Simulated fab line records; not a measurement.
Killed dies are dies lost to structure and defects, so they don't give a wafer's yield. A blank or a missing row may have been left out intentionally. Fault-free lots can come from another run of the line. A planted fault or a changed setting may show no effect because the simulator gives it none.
Chamber matching || flow gf180mcu || 4 sister chambers for GF_V3_ETCH_16 on rie-diel-04
The step etches BARC in N2/H2. 4 wafers are shown with their chamber, then 8 later ones without.

== EACH WAFER AND ITS CHAMBER ==
{"wafer": "L086.4", "chamber": 3, "drypump-motor-current-A (A)": 5.7}
{"wafer": "L089.3", "chamber": 0, "drypump-motor-current-A (A)": 5.2}
{"wafer": "L089.4", "chamber": 2, "drypump-motor-current-A (A)": 5.9}
{"wafer": "L095.3", "chamber": 1, "drypump-motor-current-A (A)": 5.6}

== WAFERS MISSING THEIR CHAMBER ==
{"wafer": "L095.4", "drypump-motor-current-A (A)": 5.2}
{"wafer": "L095.5", "drypump-motor-current-A (A)": 5.9}
{"wafer": "L096.1", "drypump-motor-current-A (A)": 5.7}
{"wafer": "L096.3", "drypump-motor-current-A (A)": 5.2}
{"wafer": "L096.4", "drypump-motor-current-A (A)": 5.9}
{"wafer": "L097.1", "drypump-motor-current-A (A)": 5.2}
{"wafer": "L097.5", "drypump-motor-current-A (A)": 5.9}
{"wafer": "L097.6", "drypump-motor-current-A (A)": 5.8}

== WHICH CHAMBER EACH WENT THROUGH ==
{"wafer": "L095.4", "from the rows above": 0, "in truth": 0}
{"wafer": "L095.5", "from the rows above": 2, "in truth": 2}
{"wafer": "L096.1", "from the rows above": 3, "in truth": 3}
{"wafer": "L096.3", "from the rows above": 0, "in truth": 0}
{"wafer": "L096.4", "from the rows above": 2, "in truth": 2}
{"wafer": "L097.1", "from the rows above": 0, "in truth": 0}
{"wafer": "L097.5", "from the rows above": 2, "in truth": 2}
{"wafer": "L097.6", "from the rows above": "can't be placed: 3 or 2", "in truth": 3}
Correct placement for 7 of the 8. Unplaceable from these rows: 1, with the true chamber sitting among the candidates in 1. Wrongly placed: 0.
How it was worked out, from the rows above alone: a wafer's distance from a chamber is the root of the sum, over the readings, of the square of ((its reading less the chamber's mean) divided by the reading's scatter). The wafer belongs to the nearest chamber; if the next one is less than 2 further off, it can't be placed. The mean given for a chamber averages the wafers shown for that chamber. The scatter (one wafer shown for each chamber): square how far every hidden wafer sits from the nearest shown wafer, average those squares and take the square root.
